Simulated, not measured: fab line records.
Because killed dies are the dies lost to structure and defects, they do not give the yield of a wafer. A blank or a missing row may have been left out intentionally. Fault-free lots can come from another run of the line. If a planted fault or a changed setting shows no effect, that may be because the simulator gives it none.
fab line records    flow gf180mcu
[record] lots = 24  wafers = 72  last_day = 34
route steps=602 shown STI@3 VT_IMPLANT@100 SALICIDE@283 M1@318 V1@336
lots with no fault: from the same line, run without faults
start_h: start of the lot's first displayed wafer, in hours after the record's first day    wait_h: how many hours have passed since the lot's step before this one    " the same as in the row above    L1.1+2: one row covering several wafers at once    - no value present, or no start provided    * or withheld: withheld    < > ~ a bound
route shown NAME@n: a module of which the file shows steps, and the number in the route of the first    usual: mean and standard deviation over wafers with no fault    same: alike in all rows    chamber/n: place in a boat    sites: per-site readings    _std_site: the standard deviation of these    _edge_site: the outer-site mean with the inner-site mean subtracted    radius_mm: how far each site lies from the wafer's centre    mask NAME#n: copy n    behind: the most recent tool/chamber to have shaped the wafer    hold: why the lot went on hold/how many hours it stayed there/how the hold came to an end    device: the transistor (n, p or np) that didn't switch    end of line: the route-end tests of the same wafers    where a step has no rows: the recipe by itself    killed: dies lost to structure and defects at the first sort, not the wafer's yield    map: a wafer's dies, x killed, . not, _ none there
set.NAME: the run value of the setting; set.NAME@STEP: its run value at that earlier step    model.NAME: the simulator's own value behind a step, which no gauge read
one table for each step of the route and one row for each wafer, over a sample of lots
services: the hour from which a tool's chamber was out of use, counted from the record's first day as start_h (under 0 if before that day), plus the number of hours and why
[[steps]]
[step GF_STI_THK_MEAS_02]
[recipe] reads = SiO2_of_STI_OXIDATION_01
[usual] STI_OXIDATION_THK = 10.04/0.16
lot.wafer  tool           chamber  start_h  wait_h  STI_OXIDATION_THK[nm]
L074.2     film_metro-02  -        11.52    0.0     9.87
L074.4     "              -        "        "       9.94
L074.6     "              -        "        "       10.10
L075.2     film_metro-04  -        16.52    0.0     10.02
L075.3     "              -        "        "       9.92
L075.6     "              -        "        "       10.08
L076.1     film_metro-02  -        21.51    0.0     10.28
L076.4     "              -        "        "       10.18
L076.5     "              -        "        "       10.25
L077.3     film_metro-03  -        27.33    0.0     10.31
L077.5     "              -        "        "       10.31
L077.6     "              -        "        "       10.21
L078.3     film_metro-03  -        32.34    0.0     10.27
L078.4     "              -        "        "       10.09
L078.6     "              -        "        "       10.16
L079.1     film_metro-04  -        36.51    0.0     10.17
L079.3     "              -        "        "       10.27
L079.6     "              -        "        "       10.13
L080.3     film_metro-04  -        41.86    0.0     10.00
L080.4     "              -        "        "       10.04
L080.6     "              -        "        "       10.01
L081.1     film_metro-04  -        47.73    0.0     9.72
L081.2     "              -        "        "       9.70
L081.3     "              -        "        "       9.81
L082.1     film_metro-02  -        52.12    0.0     10.02
L082.4     "              -        "        "       10.09
L082.6     "              -        "        "       9.95
L083.3     film_metro-04  -        56.76    0.0     9.99
L083.4     "              -        "        "       9.96
L083.5     "              -        "        "       9.93
L084.1     film_metro-03  -        61.54    0.0     9.89
L084.2     "              -        "        "       9.86
L084.5     "              -        "        "       10.02
L085.2     film_metro-02  -        66.52    0.0     10.09
L085.4     "              -        "        "       10.07
L085.6     "              -        "        "       10.14
L086.1     film_metro-04  -        72.71    0.0     10.02
L086.2     "              -        "        "       10.20
L086.4     "              -        "        "       10.16
L087.3     film_metro-02  -        76.71    0.0     10.10
L087.4     "              -        "        "       9.85
L087.6     "              -        "        "       9.81
L088.1     film_metro-02  -        82.30    0.0     10.29
L088.3     "              -        "        "       10.25
L088.4     "              -        "        "       10.21
L089.2     film_metro-02  -        86.52    0.0     9.76
L089.3     "              -        "        "       9.74
L089.5     "              -        "        "       9.87
L090.3     film_metro-02  -        91.71    0.0     10.23
L090.4     "              -        "        "       10.02
L090.6     "              -        "        "       10.21
L091.2     film_metro-03  -        96.52    0.0     10.01
L091.4     "              -        "        "       9.97
L091.6     "              -        "        "       9.85
L092.1     film_metro-04  -        101.51   0.0     10.09
L092.2     "              -        "        "       10.29
L092.4     "              -        "        "       10.16
L093.1     film_metro-04  -        106.51   0.0     10.26
L093.3     "              -        "        "       10.15
L093.4     "              -        "        "       10.03
L094.1     film_metro-02  -        111.51   0.0     10.05
L094.3     "              -        "        "       9.80
L094.6     "              -        "        "       9.94
L095.1     film_metro-02  -        116.51   0.0     9.87
L095.2     "              -        "        "       9.95
L095.3     "              -        "        "       9.92
L096.3     film_metro-04  -        121.53   0.0     10.09
L096.5     "              -        "        "       10.10
L096.6     "              -        "        "       10.25
L097.1     film_metro-02  -        127.68   0.0     9.97
L097.2     "              -        "        "       9.89
L097.4     "              -        "        "       9.68
[step GF_VT_IMPLANT_TW_MEAS_10]
[usual] VT_IMPLANT_TW = 560/7.1
lot.wafer  tool           chamber  start_h  wait_h  VT_IMPLANT_TW
L074.2     film_metro-04  -        111.42   0.1     573
L074.4     "              -        "        "       570
L074.6     "              -        "        "       569
L075.2     film_metro-03  -        117.67   0.1     554
L075.3     "              -        "        "       553
L075.6     "              -        "        "       554
L076.1     film_metro-04  -        122.81   0.1     562
L076.4     "              -        "        "       563
L076.5     "              -        "        "       560
L077.3     film_metro-03  -        131.24   0.1     551
L077.5     "              -        "        "       555
L077.6     "              -        "        "       556
L078.3     film_metro-03  -        136.69   0.1     553
L078.4     "              -        "        "       556
L078.6     "              -        "        "       555
L079.1     film_metro-03  -        142.32   0.1     553
L079.3     "              -        "        "       554
L079.6     "              -        "        "       554
L080.3     film_metro-01  -        146.68   0.1     556
L080.4     "              -        "        "       557
L080.6     "              -        "        "       557
L081.1     film_metro-04  -        155.42   0.1     568
L081.2     "              -        "        "       569
L081.3     "              -        "        "       567
L082.1     film_metro-03  -        159.57   0.1     555
L082.4     "              -        "        "       555
L082.6     "              -        "        "       555
L083.3     film_metro-04  -        167.28   0.1     569
L083.4     "              -        "        "       572
L083.5     "              -        "        "       569
L084.1     film_metro-03  -        173.02   0.1     557
L084.2     "              -        "        "       555
L084.5     "              -        "        "       552
L085.2     film_metro-04  -        179.52   0.1     571
L085.4     "              -        "        "       567
L085.6     "              -        "        "       571
L086.1     film_metro-03  -        185.71   0.1     554
L086.2     "              -        "        "       552
L086.4     "              -        "        "       554
L087.3     film_metro-03  -        191.23   0.1     550
L087.4     "              -        "        "       553
L087.6     "              -        "        "       554
L088.1     film_metro-03  -        199.13   0.1     553
L088.3     "              -        "        "       553
L088.4     "              -        "        "       552
L089.2     film_metro-04  -        202.28   0.1     571
L089.3     "              -        "        "       568
L089.5     "              -        "        "       570
L090.3     film_metro-03  -        209.43   0.1     557
L090.4     "              -        "        "       553
L090.6     "              -        "        "       553
L091.2     film_metro-03  -        215.48   0.1     551
L091.4     "              -        "        "       553
L091.6     "              -        "        "       554
L092.1     film_metro-01  -        220.20   0.1     558
L092.2     "              -        "        "       561
L092.4     "              -        "        "       555
L093.1     film_metro-04  -        229.76   0.1     569
L093.3     "              -        "        "       569
L093.4     "              -        "        "       571
L094.1     film_metro-04  -        236.81   0.1     570
L094.3     "              -        "        "       572
L094.6     "              -        "        "       568
L095.1     film_metro-01  -        241.26   0.1     564
L095.2     "              -        "        "       561
L095.3     "              -        "        "       558
L096.3     film_metro-01  -        247.38   0.1     561
L096.5     "              -        "        "       561
L096.6     "              -        "        "       558
L097.1     film_metro-03  -        258.66   0.1     553
L097.2     "              -        "        "       557
L097.4     "              -        "        "       558
[step GF_SALICIDE_THK_MEAS_05]
[recipe] thk_meas_gauge = xrf  reads = TiN_of_SALICIDE_SPUTTER_03
[usual] SALICIDE_TIN_THK = 20.1/0.33
lot.wafer  tool           chamber  start_h  wait_h  SALICIDE_TIN_THK[nm]
L074.2     film_metro-03  -        337.33   0.1     19.9
L074.4     "              -        "        "       19.7
L074.6     "              -        "        "       20.1
L075.2     film_metro-03  -        345.96   0.1     20.0
L075.3     "              -        "        "       20.1
L075.6     "              -        "        "       20.1
L076.1     film_metro-01  -        356.89   0.1     19.6
L076.4     "              -        "        "       19.9
L076.5     "              -        "        "       19.6
L077.3     film_metro-02  -        366.42   0.1     20.4
L077.5     "              -        "        "       20.0
L077.6     "              -        "        "       20.4
L078.3     film_metro-02  -        375.72   0.1     19.7
L078.4     "              -        "        "       19.5
L078.6     "              -        "        "       19.7
L079.1     film_metro-03  -        384.26   0.1     20.2
L079.3     "              -        "        "       19.8
L079.6     "              -        "        "       19.7
L080.3     film_metro-01  -        388.93   0.1     20.5
L080.4     "              -        "        "       20.1
L080.6     "              -        "        "       19.9
L081.1     film_metro-01  -        404.91   0.1     20.9
L081.2     "              -        "        "       20.6
L081.3     "              -        "        "       20.7
L082.1     film_metro-03  -        405.45   0.1     20.0
L082.4     "              -        "        "       19.8
L082.6     "              -        "        "       19.9
L083.3     film_metro-01  -        420.13   0.1     20.3
L083.4     "              -        "        "       19.8
L083.5     "              -        "        "       19.8
L084.1     film_metro-01  -        427.01   0.1     19.8
L084.2     "              -        "        "       20.3
L084.5     "              -        "        "       19.9
L085.2     film_metro-02  -        441.95   0.1     20.1
L085.4     "              -        "        "       20.0
L085.6     "              -        "        "       20.0
L086.1     film_metro-02  -        446.27   0.1     20.3
L086.2     "              -        "        "       20.0
L086.4     "              -        "        "       19.9
L087.3     film_metro-02  -        452.22   0.1     20.1
L087.4     "              -        "        "       20.0
L087.6     "              -        "        "       20.1
L088.1     film_metro-01  -        464.15   0.1     19.9
L088.3     "              -        "        "       19.6
L088.4     "              -        "        "       20.3
L089.2     film_metro-03  -        470.71   0.1     19.9
L089.3     "              -        "        "       19.6
L089.5     "              -        "        "       20.0
L090.3     film_metro-02  -        476.07   0.1     20.8
L090.4     "              -        "        "       20.8
L090.6     "              -        "        "       21.1
L091.2     film_metro-01  -        485.97   0.1     19.9
L091.4     "              -        "        "       19.7
L091.6     "              -        "        "       20.0
L092.1     film_metro-03  -        493.58   0.1     19.8
L092.2     "              -        "        "       20.7
L092.4     "              -        "        "       19.9
L093.1     film_metro-02  -        502.79   0.1     20.6
L093.3     "              -        "        "       19.9
L093.4     "              -        "        "       20.2
L094.1     film_metro-01  -        513.45   0.1     20.1
L094.3     "              -        "        "       20.3
L094.6     "              -        "        "       20.0
L095.1     film_metro-02  -        520.55   0.1     20.3
L095.2     "              -        "        "       19.9
L095.3     "              -        "        "       20.1
L096.3     film_metro-02  -        525.42   0.1     20.1
L096.5     "              -        "        "       20.1
L096.6     "              -        "        "       20.3
L097.1     film_metro-02  -        540.90   0.1     20.7
L097.2     "              -        "        "       20.3
L097.4     "              -        "        "       20.2
[step GF_M1_SPUTTER_03]
[recipe] material = Ti  target_thk_nm = 10  substrate_temp_c = 300  chamber_pressure_pa = 0.3  power_w = 3000  time_s = 6.7
[usual] throttle_valve_pct = 30.0/0.92
lot.wafer  tool            chamber  start_h  wait_h  throttle_valve_pct
L074.2     pvd_sputter-04  -        361.18   0.0     30.4
L074.4     "               -        "        "       31.7
L074.6     "               -        "        "       28.5
L075.2     pvd_sputter-01  -        369.60   0.0     31.2
L075.3     "               -        "        "       29.6
L075.6     "               -        "        "       30.4
L076.1     pvd_sputter-02  -        381.20   0.0     30.4
L076.4     "               -        "        "       30.1
L076.5     "               -        "        "       30.3
L077.3     pvd_sputter-01  -        391.47   0.0     31.3
L077.5     "               -        "        "       29.8
L077.6     "               -        "        "       29.9
L078.3     pvd_sputter-04  -        401.39   0.0     30.5
L078.4     "               -        "        "       28.5
L078.6     "               -        "        "       30.4
L079.1     pvd_sputter-02  -        410.24   0.0     29.9
L079.3     "               -        "        "       30.3
L079.6     "               -        "        "       30.7
L080.3     pvd_sputter-01  -        414.41   0.0     30.3
L080.4     "               -        "        "       29.6
L080.6     "               -        "        "       31.5
L081.1     pvd_sputter-02  -        431.55   0.0     29.1
L081.2     "               -        "        "       30.1
L081.3     "               -        "        "       30.4
L082.1     pvd_sputter-04  -        432.19   0.0     31.2
L082.4     "               -        "        "       28.5
L082.6     "               -        "        "       28.9
L083.3     pvd_sputter-02  -        447.41   0.0     30.1
L083.4     "               -        "        "       29.1
L083.5     "               -        "        "       30.5
L084.1     pvd_sputter-02  -        453.96   0.0     29.1
L084.2     "               -        "        "       30.1
L084.5     "               -        "        "       30.1
L085.2     pvd_sputter-01  -        469.09   0.0     29.7
L085.4     "               -        "        "       31.4
L085.6     "               -        "        "       31.6
L086.1     pvd_sputter-01  -        472.85   0.0     29.7
L086.2     "               -        "        "       31.3
L086.4     "               -        "        "       30.4
L087.3     pvd_sputter-02  -        479.05   0.0     30.4
L087.4     "               -        "        "       30.3
L087.6     "               -        "        "       29.1
L088.1     pvd_sputter-01  -        491.04   0.0     29.8
L088.3     "               -        "        "       30.4
L088.4     "               -        "        "       29.8
L089.2     pvd_sputter-02  -        496.10   0.0     30.5
L089.3     "               -        "        "       29.0
L089.5     "               -        "        "       30.2
L090.3     pvd_sputter-01  -        501.89   0.0     31.3
L090.4     "               -        "        "       30.6
L090.6     "               -        "        "       29.8
L091.2     pvd_sputter-02  -        512.40   0.0     29.1
L091.4     "               -        "        "       30.1
L091.6     "               -        "        "       30.2
L092.1     pvd_sputter-04  -        520.05   0.0     31.3
L092.2     "               -        "        "       28.3
L092.4     "               -        "        "       28.7
L093.1     pvd_sputter-02  -        529.10   0.0     29.2
L093.3     "               -        "        "       30.2
L093.4     "               -        "        "       30.0
L094.1     pvd_sputter-04  -        539.37   0.0     30.2
L094.3     "               -        "        "       28.4
L094.6     "               -        "        "       28.5
L095.1     pvd_sputter-04  -        545.59   0.0     28.4
L095.2     "               -        "        "       28.6
L095.3     "               -        "        "       30.3
L096.3     pvd_sputter-01  -        550.04   0.0     31.5
L096.5     "               -        "        "       29.8
L096.6     "               -        "        "       29.9
L097.1     pvd_sputter-04  -        565.06   0.0     31.5
L097.2     "               -        "        "       30.2
L097.4     "               -        "        "       28.7
[step GF_V1_THK_MEAS_01]
[recipe] reads = SiO2_of_V1_CVD_00
[usual] V1_CVD_00_THK = 599/7.9
lot.wafer  tool           chamber  start_h  wait_h  V1_CVD_00_THK[nm]
L074.2     film_metro-03  -        385.19   0.0     599
L074.4     "              -        "        "       593
L074.6     "              -        "        "       605
L075.2     film_metro-03  -        393.67   0.0     603
L075.3     "              -        "        "       584
L075.6     "              -        "        "       603
L076.1     film_metro-04  -        405.47   0.0     604
L076.4     "              -        "        "       604
L076.5     "              -        "        "       593
L077.3     film_metro-03  -        416.18   0.1     598
L077.5     "              -        "        "       598
L077.6     "              -        "        "       597
L078.3     film_metro-02  -        425.76   0.1     591
L078.4     "              -        "        "       590
L078.6     "              -        "        "       584
L079.1     film_metro-03  -        435.31   0.0     597
L079.3     "              -        "        "       586
L079.6     "              -        "        "       577
L080.3     film_metro-02  -        439.67   0.1     602
L080.4     "              -        "        "       590
L080.6     "              -        "        "       600
L081.1     film_metro-02  -        457.27   0.0     610
L081.2     "              -        "        "       597
L081.3     "              -        "        "       592
L082.1     film_metro-03  -        457.86   0.0     599
L082.4     "              -        "        "       602
L082.6     "              -        "        "       582
L083.3     film_metro-02  -        473.25   0.1     600
L083.4     "              -        "        "       595
L083.5     "              -        "        "       608
L084.1     film_metro-04  -        479.81   0.0     622
L084.2     "              -        "        "       608
L084.5     "              -        "        "       613
L085.2     film_metro-04  -        494.05   0.0     614
L085.4     "              -        "        "       596
L085.6     "              -        "        "       614
L086.1     film_metro-02  -        497.66   0.0     601
L086.2     "              -        "        "       609
L086.4     "              -        "        "       601
L087.3     film_metro-04  -        503.42   0.1     605
L087.4     "              -        "        "       603
L087.6     "              -        "        "       596
L088.1     film_metro-04  -        514.95   0.0     601
L088.3     "              -        "        "       597
L088.4     "              -        "        "       602
L089.2     film_metro-02  -        520.10   0.0     606
L089.3     "              -        "        "       590
L089.5     "              -        "        "       601
L090.3     film_metro-02  -        525.88   0.1     586
L090.4     "              -        "        "       599
L090.6     "              -        "        "       594
L091.2     film_metro-02  -        536.33   0.0     600
L091.4     "              -        "        "       594
L091.6     "              -        "        "       600
L092.1     film_metro-03  -        543.84   0.0     585
L092.2     "              -        "        "       595
L092.4     "              -        "        "       591
L093.1     film_metro-04  -        552.79   0.0     610
L093.3     "              -        "        "       599
L093.4     "              -        "        "       593
L094.1     film_metro-02  -        562.28   0.0     606
L094.3     "              -        "        "       602
L094.6     "              -        "        "       597
L095.1     film_metro-04  -        568.38   0.1     596
L095.2     "              -        "        "       604
L095.3     "              -        "        "       597
L096.3     film_metro-04  -        572.13   0.1     593
L096.5     "              -        "        "       584
L096.6     "              -        "        "       597
L097.1     film_metro-02  -        587.42   0.0     609
L097.2     "              -        "        "       600
L097.4     "              -        "        "       604
[step GF_V1_CD_MEAS_14]
[recipe] target_cd_nm = 260
[usual] cd_nm = 259.9/1.1
lot.wafer  tool       chamber  start_h  wait_h  cd_nm
L074.2     cd_sem-01  -        409.80   0.1     258.5
L074.4     "          -        "        "       258.2
L074.6     "          -        "        "       259.5
L075.2     cd_sem-02  -        418.80   0.1     260.1
L075.3     "          -        "        "       259.3
L075.6     "          -        "        "       259.8
L076.1     cd_sem-02  -        430.63   0.1     258.7
L076.4     "          -        "        "       259.9
L076.5     "          -        "        "       258.9
L077.3     cd_sem-02  -        441.57   0.1     258.0
L077.5     "          -        "        "       258.6
L077.6     "          -        "        "       259.0
L078.3     cd_sem-01  -        451.21   0.1     259.4
L078.4     "          -        "        "       259.1
L078.6     "          -        "        "       259.2
L079.1     cd_sem-02  -        460.97   0.1     259.6
L079.3     "          -        "        "       260.0
L079.6     "          -        "        "       259.9
L080.3     cd_sem-02  -        463.87   0.1     259.9
L080.4     "          -        "        "       260.1
L080.6     "          -        "        "       259.9
L081.1     cd_sem-01  -        482.38   0.1     259.6
L081.2     "          -        "        "       259.4
L081.3     "          -        "        "       259.6
L082.1     cd_sem-02  -        482.73   0.1     260.8
L082.4     "          -        "        "       260.1
L082.6     "          -        "        "       261.1
L083.3     cd_sem-01  -        497.56   0.1     260.4
L083.4     "          -        "        "       259.5
L083.5     "          -        "        "       260.1
L084.1     cd_sem-01  -        504.28   0.1     260.5
L084.2     "          -        "        "       261.4
L084.5     "          -        "        "       260.6
L085.2     cd_sem-02  -        518.19   0.1     257.6
L085.4     "          -        "        "       259.0
L085.6     "          -        "        "       258.3
L086.1     cd_sem-02  -        521.43   0.1     260.9
L086.2     "          -        "        "       260.9
L086.4     "          -        "        "       261.3
L087.3     cd_sem-02  -        527.27   0.1     259.9
L087.4     "          -        "        "       259.9
L087.6     "          -        "        "       259.7
L088.1     cd_sem-02  -        538.13   0.1     259.4
L088.3     "          -        "        "       260.1
L088.4     "          -        "        "       259.3
L089.2     cd_sem-02  -        543.34   0.1     261.1
L089.3     "          -        "        "       260.3
L089.5     "          -        "        "       260.8
L090.3     cd_sem-01  -        548.91   0.1     260.3
L090.4     "          -        "        "       262.6
L090.6     "          -        "        "       261.4
L091.2     cd_sem-01  -        558.80   0.1     261.2
L091.4     "          -        "        "       260.7
L091.6     "          -        "        "       260.7
L092.1     cd_sem-01  -        566.18   0.1     260.1
L092.2     "          -        "        "       260.8
L092.4     "          -        "        "       261.1
L093.1     cd_sem-01  -        575.13   0.1     258.6
L093.3     "          -        "        "       259.8
L093.4     "          -        "        "       259.3
L094.1     cd_sem-02  -        584.23   0.1     261.3
L094.3     "          -        "        "       262.2
L094.6     "          -        "        "       261.8
L095.1     cd_sem-02  -        590.52   0.1     258.9
L095.2     "          -        "        "       258.5
L095.3     "          -        "        "       258.5
L096.3     cd_sem-02  -        593.91   0.1     260.4
L096.5     "          -        "        "       259.8
L096.6     "          -        "        "       258.9
L097.1     cd_sem-02  -        608.48   0.1     261.3
L097.2     "          -        "        "       260.1
L097.4     "          -        "        "       260.0
[[services]]
tool            chamber  start_h  hours  kind
pvd_sputter-04  0        337.91   -      consumable_replace:kit
pvd_sputter-04  0        337.91   18.0   scheduled_down
pvd_sputter-04  0        337.91   18.0   vent_cycle
pvd_sputter-04  -        355.95   1.8    repair
pvd_sputter-02  -        392.03   1.1    repair
pvd_sputter-01  0        397.69   -      consumable_replace:kit
pvd_sputter-01  0        397.69   18.0   scheduled_down
pvd_sputter-01  0        397.69   18.0   vent_cycle
pvd_sputter-04  -        419.24   0.5    repair
pvd_sputter-02  0        461.77   -      consumable_replace:kit
pvd_sputter-02  0        461.77   18.0   scheduled_down
pvd_sputter-02  0        461.77   18.0   vent_cycle
[[key]]
fault none
